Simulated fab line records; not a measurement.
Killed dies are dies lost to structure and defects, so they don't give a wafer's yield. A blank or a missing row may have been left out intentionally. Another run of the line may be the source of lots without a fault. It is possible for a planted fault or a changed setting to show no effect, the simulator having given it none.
fab line records | flow sky130
[record] lots = 5 | wafers = 15 | last_day = 50
route steps=708 shown VIA1@472 METAL2@483 PAD_OPEN@708
lots that met no fault: taken from a fault-free run of the same line
start_h: start of the lot's first displayed wafer, in hours after the record's first day | wait_h: time in hours since the lot's previous step | " identical to the entry in the row above | L1.1+2: several wafers, shown together as one row | - value missing, or start not given | * or withheld: withheld | < > ~ a bound
route shown NAME@n: NAME is a module with steps in the file, n the number in the route of the first one | usual: mean/standard deviation of fault-free wafers | same: alike in all rows | chamber/n: place in a boat | sites: each site's reading | _std_site: how widely they spread, as a standard deviation | _edge_site: the outer-site mean with the inner-site mean subtracted | radius_mm: for every site, how far away it sits from the centre of the wafer | mask NAME#n: copy n | behind: tool/chamber where the wafer was last shaped | hold: why the lot went on hold/how many hours it stayed there/how the hold came to an end | device: transistor that didn't switch, given as n, p or np | end of line: tests run on the same wafers once the route is complete | where a step has no rows: the recipe by itself | killed: dies that structure and defects cost at the first sort, which is not the same as the wafer's yield | map: shows each die of a wafer: x if killed, . if not, _ if none is there
set.NAME: the run value of the setting; set.NAME@STEP: its run value at that earlier step | model.NAME: the simulator's own value behind a step, which no gauge read
lots at selected steps of the route; one table per step, one row per wafer
services: a tool's chamber out of use, with start hour (start_h, from the record's first day; less than 0 if before it), hours out, and reason
[[steps]]
[step SKY_VIA1_ETCH_14]
[recipe] chemistry = N2/H2 | target = BARC | ion_energy_ev = 200 | source_w = 500 | bias_w = 100 | pressure_mtorr = 30 | n2_flow_sccm = 100 | h2_flow_sccm = 200 | stop_on = SiO2 | time_s = 45.9 | target_depth_a = 600
[usual] drypump_motor_current_A = 5.6/0.46 | oes_product_au = 0.854/0.0049 | rf_fwd_power_W = 493.7/2.1 | throttle_valve_pct = 13.226/0.0092
lot.wafer | tool        | chamber | start_h | wait_h | drypump_motor_current_A | oes_product_au | rf_fwd_power_W | rf_hours_counter_h | throttle_valve_pct
L743.2    | rie_diel-04 | 0       | 795.97  | 0.0    | 5.0                     | 0.851          | 490.4          | 6                  | 13.240
L743.3    | "           | 1       | "       | "      | 5.8                     | 0.857          | 495.5          | 9                  | 13.209
L743.4    | "           | 3       | "       | "      | 5.2                     | 0.856          | 492.1          | 11                 | 13.221
L749.1    | rie_diel-03 | 1       | 839.41  | 0.0    | 5.3                     | 0.853          | 492.5          | 8                  | 13.221
L749.4    | "           | 2       | "       | "      | 5.1                     | 0.852          | 496.7          | -                  | 13.228
L749.6    | "           | 0       | "       | "      | 5.2                     | 0.851          | 495.9          | -                  | 13.223
L757.1    | rie_diel-04 | 2       | 899.91  | 0.0    | 5.6                     | 0.854          | 494.3          | 13                 | 13.221
L757.2    | "           | 1       | "       | "      | 5.8                     | 0.855          | 494.7          | 12                 | 13.221
L757.6    | "           | 3       | "       | "      | 5.2                     | 0.863          | 492.5          | -                  | 13.229
L764.2    | rie_diel-03 | 0       | 950.41  | 0.0    | 5.2                     | 0.857          | 492.3          | 27                 | 13.211
L764.3    | "           | 3       | "       | "      | 5.3                     | 0.861          | 498.1          | 27                 | 13.228
L764.6    | "           | 2       | "       | "      | 5.1                     | 0.855          | 497.1          | -                  | 13.234
L765.1    | rie_diel-04 | 1       | 957.46  | 0.0    | 5.8                     | 0.850          | 489.7          | 14                 | 13.237
L765.3    | "           | 2       | "       | "      | 5.6                     | 0.853          | 494.4          | 14                 | 13.226
L765.6    | "           | 2       | "       | "      | 5.6                     | 0.851          | 495.2          | -                  | 13.224
[step SKY_VIA1_ETCH_15]
[recipe] target = SiO2 | chemistry = C4F8/O2/Ar | target_depth_nm = 351 | stop_on = TiN | mask_material = KrF-thick | source_w = 1500 | bias_w = 1200 | pressure_mtorr = 40 | c4f8_flow_sccm = withheld | O2_flow_sccm = 6 | Ar_flow_sccm = 300 | time_s = 54
[step SKY_VIA1_STRIP_16]
[recipe] chemistry = O2/N2 | power_w = 1400 | pressure_mtorr = 1500 | platen_temp_c = withheld | o2_flow_sccm = 3000 | n2_flow_sccm = 300 | overash_fraction = 0.5
[usual] drypump_motor_current_A = 5.45/0.14 | oes_product_au = 0.415/0.0044 | strip_time_to_endpoint_s = 4.446/0.025
lot.wafer | tool            | chamber | start_h | wait_h | drypump_motor_current_A | oes_product_au | rf_hours_counter_h | strip_time_to_endpoint_s
L743.2    | plasma_asher-01 | 0       | 796.05  | 0.0    | 5.43                    | 0.418          | 37                 | 4.454
L743.3    | "               | 1       | "       | "      | 5.23                    | 0.416          | -                  | 4.425
L743.4    | "               | 0       | "       | "      | 5.46                    | 0.415          | -                  | 4.426
L749.1    | plasma_asher-04 | 1       | 839.50  | 0.0    | 5.41                    | 0.413          | 9                  | 4.443
L749.4    | "               | 1       | "       | "      | 5.33                    | 0.411          | -                  | 4.447
L749.6    | "               | 0       | "       | "      | 5.69                    | 0.419          | -                  | 4.385
L757.1    | plasma_asher-01 | 1       | 900.00  | 0.0    | 5.21                    | 0.407          | 47                 | 4.398
L757.2    | "               | 0       | "       | "      | 5.50                    | 0.410          | 47                 | 4.437
L757.6    | "               | 1       | "       | "      | 5.22                    | 0.415          | -                  | 4.418
L764.2    | plasma_asher-01 | 1       | 950.50  | 0.0    | 5.27                    | 0.414          | 52                 | 4.451
L764.3    | "               | 1       | "       | "      | 5.26                    | 0.421          | -                  | 4.478
L764.6    | "               | 0       | "       | "      | 5.47                    | 0.411          | -                  | 4.452
L765.1    | plasma_asher-02 | 1       | 957.55  | 0.0    | 5.51                    | 0.413          | 81                 | 4.391
L765.3    | "               | 0       | "       | "      | 5.47                    | 0.423          | -                  | 4.405
L765.6    | "               | 0       | "       | "      | 5.47                    | 0.410          | -                  | 4.423
[step SKY_VIA1_STRIP_17]
[recipe] chemistry = post_etch_residue_remover | time_s = 1200 | temp_c = 72.5
[step SKY_VIA1_CLEAN_18]
[recipe] chemistry = IPA | time_s = 180 | temp_c = 25
[step SKY_VIA1_CLEAN_19]
[recipe] chemistry = O3/DIW | dry = n2_spin
[step SKY_VIA1_SPUTTER_20]
[recipe] material = TiN | target_thk_nm = 20 | chamber_pressure_pa = 5 | power_w = 4000 | time_s = 80
[step SKY_VIA1_CVD_21]
[recipe] material = W | target_thk_nm = 270 | time_s = 80.902 | temp_c = 400 | pressure_torr = 40
[usual] heater_power_w = 938/100
lot.wafer | tool     | chamber | start_h | wait_h | heater_power_w
L743.2    | cvd_w-01 | 1       | 796.72  | 0.0    | 887
L743.3    | "        | 0       | "       | "      | 878
L743.4    | "        | 1       | "       | "      | 893
L749.1    | cvd_w-02 | 1       | 840.15  | 0.0    | 873
L749.4    | "        | 1       | "       | "      | 887
L749.6    | "        | 1       | "       | "      | 887
L757.1    | cvd_w-02 | 0       | 900.89  | 0.0    | 1070
L757.2    | "        | 1       | "       | "      | 897
L757.6    | "        | 1       | "       | "      | 874
L764.2    | cvd_w-02 | 1       | 951.17  | 0.0    | 873
L764.3    | "        | 1       | "       | "      | 879
L764.6    | "        | 0       | "       | "      | 1060
L765.1    | cvd_w-02 | 0       | 958.20  | 0.0    | 1075
L765.3    | "        | 0       | "       | "      | 1063
L765.6    | "        | 1       | "       | "      | 890
[step SKY_VIA1_RS_MEAS_22]
[recipe] thk_meas_gauge = four-point-probe | reads = W_of_VIA1_CVD_21+TiN_of_VIA1_SPUTTER_20
[usual] VIA1_W_RS = 0.426/0.0066
lot.wafer | tool          | chamber | start_h | wait_h | VIA1_W_RS[ohm/sq]
L743.2    | film_metro-02 | -       | 796.83  | 0.1    | 0.439
L743.3    | "             | -       | "       | "      | 0.423
L743.4    | "             | -       | "       | "      | 0.438
L749.1    | film_metro-03 | -       | 840.24  | 0.1    | 0.418
L749.4    | "             | -       | "       | "      | 0.423
L749.6    | "             | -       | "       | "      | 0.424
L757.1    | film_metro-02 | -       | 900.98  | 0.1    | 0.424
L757.2    | "             | -       | "       | "      | 0.422
L757.6    | "             | -       | "       | "      | 0.429
L764.2    | film_metro-03 | -       | 951.28  | 0.1    | 0.420
L764.3    | "             | -       | "       | "      | 0.421
L764.6    | "             | -       | "       | "      | 0.422
L765.1    | film_metro-02 | -       | 958.30  | 0.1    | 0.424
L765.3    | "             | -       | "       | "      | 0.421
L765.6    | "             | -       | "       | "      | 0.428
[step SKY_VIA1_THK_MEAS_23]
[recipe] thk_meas_gauge = xrf | reads = W_of_VIA1_CVD_21
[usual] VIA1_W_THK = 262/4.3
lot.wafer | tool          | chamber | start_h | wait_h | VIA1_W_THK[nm]
L743.2    | film_metro-02 | -       | 796.94  | 0.1    | 254
L743.3    | "             | -       | "       | "      | 265
L743.4    | "             | -       | "       | "      | 255
L749.1    | film_metro-03 | -       | 840.36  | 0.1    | 265
L749.4    | "             | -       | "       | "      | 263
L749.6    | "             | -       | "       | "      | 262
L757.1    | film_metro-02 | -       | 901.10  | 0.1    | 262
L757.2    | "             | -       | "       | "      | 263
L757.6    | "             | -       | "       | "      | 258
L764.2    | film_metro-03 | -       | 951.39  | 0.1    | 264
L764.3    | "             | -       | "       | "      | 265
L764.6    | "             | -       | "       | "      | 264
L765.1    | film_metro-02 | -       | 958.42  | 0.1    | 262
L765.3    | "             | -       | "       | "      | 263
L765.6    | "             | -       | "       | "      | 258
[step SKY_VIA1_CMP_24]
[recipe] stop_on = SiO2 | t_overpolish_s = 15 | down_force_psi = 3.5 | platen_rpm = 60 | target_thk_nm = 0 | pad_velocity_m_s = 0.94248
[step SKY_METAL2_SPUTTER_00]
[recipe] material = Ti | target_thk_nm = 15 | power_w = 3000 | time_s = 10 | chamber_pressure_pa = 0.4
[usual] throttle_valve_pct = 30.0/0.68
lot.wafer | tool           | chamber | start_h | wait_h | throttle_valve_pct
L743.2    | pvd_sputter-03 | -       | 797.34  | 0.1    | 29.7
L743.3    | "              | -       | "       | "      | 30.6
L743.4    | "              | -       | "       | "      | 29.6
L749.1    | pvd_sputter-04 | -       | 840.72  | 0.1    | 29.4
L749.4    | "              | -       | "       | "      | 29.3
L749.6    | "              | -       | "       | "      | 29.9
L757.1    | pvd_sputter-03 | -       | 901.46  | 0.1    | 30.5
L757.2    | "              | -       | "       | "      | 30.1
L757.6    | "              | -       | "       | "      | 29.6
L764.2    | pvd_sputter-01 | -       | 951.74  | 0.2    | 30.1
L764.3    | "              | -       | "       | "      | 30.0
L764.6    | "              | -       | "       | "      | 31.1
L765.1    | pvd_sputter-04 | -       | 958.78  | 0.1    | 29.0
L765.3    | "              | -       | "       | "      | 29.5
L765.6    | "              | -       | "       | "      | 29.9
[step SKY_METAL2_SPUTTER_01]
[recipe] material = TiN | target_thk_nm = 20 | power_w = 6500 | time_s = 16.7 | chamber_pressure_pa = 0.4
[usual] throttle_valve_pct = 30.0/0.66
lot.wafer | tool           | chamber | start_h | wait_h | throttle_valve_pct | model.TiN_of_METAL2_SPUTTER_01.thk_nm
L743.2    | pvd_sputter-03 | -       | 797.36  | 0.0    | 29.7               | 19.79
L743.3    | "              | -       | "       | "      | 30.7               | 20.09
L743.4    | "              | -       | "       | "      | 29.4               | 20.06
L749.1    | pvd_sputter-04 | -       | 840.74  | 0.0    | 29.0               | 20
L749.4    | "              | -       | "       | "      | 29.5               | 19.94
L749.6    | "              | -       | "       | "      | 29.8               | 19.78
L757.1    | pvd_sputter-03 | -       | 901.49  | 0.0    | 30.5               | 19.83
L757.2    | "              | -       | "       | "      | 29.7               | 7.309
L757.6    | "              | -       | "       | "      | 29.6               | 20.01
L764.2    | pvd_sputter-01 | -       | 951.76  | 0.0    | 30.1               | 20.1
L764.3    | "              | -       | "       | "      | 29.7               | 19.51
L764.6    | "              | -       | "       | "      | 31.2               | 19.45
L765.1    | pvd_sputter-04 | -       | 958.80  | 0.0    | 29.0               | 19.97
L765.3    | "              | -       | "       | "      | 29.5               | 19.83
L765.6    | "              | -       | "       | "      | 29.8               | 19.46
[step SKY_METAL2_SPUTTER_02]
[recipe] material = AlCu | target_thk_nm = 250 | power_w = 10600 | time_s = 13.3 | chamber_pressure_pa = 0.4
[usual] throttle_valve_pct = 30.0/0.68
lot.wafer | tool           | chamber | start_h | wait_h | throttle_valve_pct
L743.2    | pvd_sputter-03 | -       | 797.39  | 0.0    | 29.4
L743.3    | "              | -       | "       | "      | 30.6
L743.4    | "              | -       | "       | "      | 30.0
L749.1    | pvd_sputter-04 | -       | 840.77  | 0.0    | 29.1
L749.4    | "              | -       | "       | "      | 29.3
L749.6    | "              | -       | "       | "      | 29.7
L757.1    | pvd_sputter-03 | -       | 901.51  | 0.0    | 30.5
L757.2    | "              | -       | "       | "      | 29.8
L757.6    | "              | -       | "       | "      | 29.8
L764.2    | pvd_sputter-01 | -       | 951.79  | 0.0    | 30.0
L764.3    | "              | -       | "       | "      | 29.6
L764.6    | "              | -       | "       | "      | 31.1
L765.1    | pvd_sputter-04 | -       | 958.82  | 0.0    | 29.1
L765.3    | "              | -       | "       | "      | 29.6
L765.6    | "              | -       | "       | "      | 29.8
[step SKY_PAD_OPEN_PROBE_99]
[usual] defect_limited_yield = 82.6/1.8 | killed_at_M0_to_M3 = 44/6.9 | killed_at_M4_up = 3.2/1.8 | killed_at_contacts = 23/5.2 | killed_at_front_end = 15/4.5 | killed_at_other = 0.3/0.56 | killed_dies = 85/8.8 | killed_open = 47/6.7 | killed_short = 39/6.4 | sort_bin_3_pad_short = 0.8/0.4 | sort_bin_5_function = 10.2/1.3 | sort_bin_6_memory = 6.4/1.1 | sort_n_pass = 407/8.8 | sort_yield_pct = 82.6/1.8
[same] gross_dies = 492 | killed_at_back_side = 0 | sort_bin_4_leakage[%] = 0 | sort_bin_8_speed[%] = 0
lot.wafer | tool      | chamber | start_h | wait_h | defect_limited_yield[%] | killed_at_M0_to_M3 | killed_at_M4_up | killed_at_contacts | killed_at_front_end | killed_at_other | killed_dies | killed_open | killed_short | sort_bin_3_pad_short[%] | sort_bin_5_function[%] | sort_bin_6_memory[%] | sort_n_pass | sort_yield_pct[%]
L757.1    | prober-02 | -       | 1157.04 | 0.1    | 85.2                    | 28                 | 1               | 27                 | 17                  | 0               | 73          | 41          | 32           | 0.2                     | 9.6                    | 5.1                  | 419         | 85.2
L757.2    | prober-02 | -       | 1157.09 | 0.1    | 83.7                    | 48                 | 2               | 19                 | 10                  | 1               | 80          | 43          | 37           | 0.8                     | 10.2                   | 5.3                  | 412         | 83.7
L757.6    | prober-02 | -       | 1157.29 | 0.2    | 80.7                    | 42                 | 5               | 23                 | 25                  | 0               | 95          | 46          | 49           | 1.2                     | 10.4                   | 7.7                  | 397         | 80.7
L765.1    | prober-02 | -       | 1197.41 | 0.1    | 83.5                    | 42                 | 3               | 21                 | 15                  | 0               | 81          | 35          | 46           | 1.2                     | 8.3                    | 6.9                  | 411         | 83.5
L765.3    | prober-02 | -       | 1197.51 | 0.2    | 82.3                    | 41                 | 3               | 20                 | 23                  | 0               | 87          | 51          | 36           | 0.4                     | 11.4                   | 5.9                  | 405         | 82.3
L765.6    | prober-02 | -       | 1197.66 | 0.2    | 83.3                    | 47                 | 5               | 20                 | 10                  | 0               | 82          | 42          | 40           | 1.2                     | 11.0                   | 4.5                  | 410         | 83.3
// killed by level:class
L757.1 CONTACT:geometric_particle:open=9 VIA1:geometric_particle:open=7 POLY_GATE:geometric_particle:open=6 LOCAL_INTERCONNECT:geometric_particle:short=6 LI_CONTACT:geometric_particle:open=6 METAL1:geometric_particle:short=5 LI_CONTACT:geometric_particle:short=4 FIELD_ISO:geometric_particle:short=3
L757.2 VIA3:geometric_particle:open=9 CONTACT:geometric_particle:open=8 METAL1:geometric_particle:short=7 VIA1:geometric_particle:open=7 VIA2:geometric_particle:open=7 METAL2:geometric_particle:short=5 VIA1:geometric_particle:short=4 FIELD_ISO:geometric_particle:short=3
L757.6 POLY_GATE:geometric_particle:short=9 LI_CONTACT:geometric_particle:open=9 VIA3:geometric_particle:open=8 CONTACT:geometric_particle:open=6 METAL1:geometric_particle:short=6 METAL4:geometric_particle:short=5 VIA1:geometric_particle:open=5 VIA1:geometric_particle:short=5
L765.1 VIA1:geometric_particle:open=14 LOCAL_INTERCONNECT:geometric_particle:short=6 CONTACT:geometric_particle:short=6 VIA2:geometric_particle:open=6 FIELD_ISO:geometric_particle:short=5 POLY_GATE:geometric_particle:short=5 METAL2:geometric_particle:short=5 LI_CONTACT:geometric_particle:open=4
L765.3 VIA1:geometric_particle:open=10 CONTACT:geometric_particle:short=7 VIA3:geometric_particle:open=7 CONTACT:geometric_particle:open=6 LI_CONTACT:geometric_particle:open=5 METAL1:geometric_particle:short=5 METAL2:geometric_particle:short=5 FIELD_ISO:geometric_particle:open=4
L765.6 VIA3:geometric_particle:open=10 VIA1:geometric_particle:open=9 CONTACT:geometric_particle:short=8 VIA2:geometric_particle:open=6 LI_CONTACT:geometric_particle:open=5 METAL1:geometric_particle:short=5 POLY_GATE:geometric_particle:short=4 METAL2:geometric_particle:short=4
[[services]]
tool            | chamber | start_h | hours | kind
plasma_asher-02 | -       | 783.97  | 15.6  | pm
cvd_w-01        | 1       | 801.00  | 8.2   | repair
rie_diel-04     | 2       | 821.85  | 2.5   | repair
plasma_asher-04 | -       | 823.87  | 14.6  | pm
plasma_asher-02 | -       | 827.59  | 2.8   | pm
rie_diel-03     | 3       | 835.57  | 7.0   | repair
cvd_w-01        | -       | 844.09  | 6.0   | pm
plasma_asher-01 | -       | 854.19  | 14.6  | pm
cvd_w-01        | 0       | 859.38  | 13.3  | repair
cvd_w-02        | -       | 872.42  | 1.5   | repair
pvd_sputter-01  | -       | 887.25  | 4.3   | repair
cvd_w-01        | -       | 904.00  | 14.0  | pm
cvd_w-01        | 0       | 904.00  | 14.0  | vent_cycle
cvd_w-01        | 1       | 904.00  | 14.0  | vent_cycle
rie_diel-03     | -       | 917.19  | 15.6  | repair
cvd_w-01        | 0       | 918.00  | -     | clean
cvd_w-01        | 1       | 918.00  | -     | clean
rie_diel-04     | -       | 922.30  | 14.4  | repair
[[key]]
first_sign none at tools or gauges
[model_effect] step = SKY_METAL2_SPUTTER_01 | value = TiN_of_METAL2_SPUTTER_01.thk_nm | without = 20.06 | struck = 7.309
met_at SKY_METAL2_SPUTTER_01
struck_wafers L757.2
onset_between 797.36 901.49
[fault] kind = process_parameter_drift | tool = pvd_sputter-03 | chamber = - | onset_h = 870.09 | steps = SKY_METAL2_SPUTTER_01 | channel = target_thk_nm | offset = -12.75 | shape = step | end_h = 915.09 | scope = struck_wafers_only | acts_in = these_recipes_only | stated = 20
